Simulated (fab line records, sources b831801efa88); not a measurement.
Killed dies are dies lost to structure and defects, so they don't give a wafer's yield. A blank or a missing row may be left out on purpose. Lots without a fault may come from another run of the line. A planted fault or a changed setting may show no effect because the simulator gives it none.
Which tool did it? | flow gf180mcu | 15 lots, 45 wafers sampled, at 2 steps of a route of 602

WHAT THE GAUGES READ, wafer by wafer
GF_STI_BOW_MEAS_00.
lot  | measured    | on            | INCOMING_BOW (um)
L995 | day 1 20:00 | film_metro-01 | 1 5 -11
L996 | day 2 01:01 | film_metro-01 | 5 -11 4
L997 | day 2 06:01 | film_metro-01 | -1 -1 3
L998 | day 2 11:00 | film_metro-01 | -2 0 -4
L999 | day 2 16:00 | film_metro-04 | 7 3 6
L100 | day 2 21:00 | film_metro-02 | -1 4 6
L103 | day 3 12:01 | film_metro-02 | -1 2 -15
L109 | day 4 18:00 | film_metro-02 | 6 -4 -1
L110 | day 4 23:00 | film_metro-04 | 3 -11 0
L111 | day 5 04:00 | film_metro-01 | -6 1 -9
L112 | day 5 09:01 | film_metro-04 | -4 2 10
L113 | day 5 14:00 | film_metro-02 | 16 0 -11
L114 | day 5 19:01 | film_metro-02 | -1 -5 -4
L115 | day 6 00:00 | film_metro-02 | -6 1 -3
L116 | day 6 05:04 | film_metro-02 | -4 8 5

GF_VT_IMPLANT_OVL_MEAS_40.
lot  | measured     | on         | VT_IMPLANT_03_OVL (nm)
L995 | day 7 22:08  | overlay-01 | -1.1 -1.4 -1.1
L996 | day 8 05:15  | overlay-02 | 1.2 1.5 3.0
L997 | day 8 15:16  | overlay-01 | -0.5 0.1 0.2
L998 | day 8 20:05  | overlay-01 | 0.5 -0.9 0.5
L999 | day 9 02:53  | overlay-01 | -0.5 0.1 0.1
L100 | day 9 10:25  | overlay-02 | 0.7 0.9 1.6
L103 | day 10 09:54 | overlay-01 | 1.1 1.1 0.5
L109 | day 12 02:11 | overlay-02 | 2.1 1.4 1.6
L110 | day 12 06:28 | overlay-01 | 1.2 -1.5 0.5
L111 | day 12 13:10 | overlay-01 | 2.7 2.4 2.3
L112 | day 12 20:35 | overlay-02 | 0.2 0.0 0.2
L113 | day 13 04:28 | overlay-02 | 1.5 2.2 1.9
L114 | day 13 09:35 | overlay-01 | -2.2 -2.2 -3.0
L115 | day 13 15:44 | overlay-02 | -0.2 -0.6 -1.0
L116 | day 14 00:32 | overlay-02 | -1.7 -0.8 1.0

WHICH TOOL RAN EACH LOT (tool, then ch and the chambers of the sampled wafers, then the start)
The record holds no process step before these readings.

WHAT THE TOOLS THEMSELVES READ (means of the sampled wafers that have a number; where no wafer has one, the mark that the record gives instead)
The record holds no such reading with a usual standard deviation.

THE ANSWER, worked out from the rows above alone
Rule: what is usual is taken from the lots themselves. Put in order of their means at a reading, lots are off if they are a third of the lots or fewer, leave a main group of 4 or more, and stand apart from it by a gap of 3 or more times the standard deviation of the main group's means; of several such gaps the widest counts. A main group whose means are all the same, to the digits that the tables above print for the reading, isn't used. A lot without any number at a reading at which 4 lots or more have one is off too. The other lots that the step has rows for count as sound. The gauges are gone through in route order, then the tools' own readings, and for those a lot's mean is taken as printed above. The first step at which some lot is off is used, and at that step the reading that is off furthest; a lot without a number counts as furthest.
No lot is off at any reading shown: from this, nothing can be told.

WHAT THE SIMULATOR HAD PUT IN
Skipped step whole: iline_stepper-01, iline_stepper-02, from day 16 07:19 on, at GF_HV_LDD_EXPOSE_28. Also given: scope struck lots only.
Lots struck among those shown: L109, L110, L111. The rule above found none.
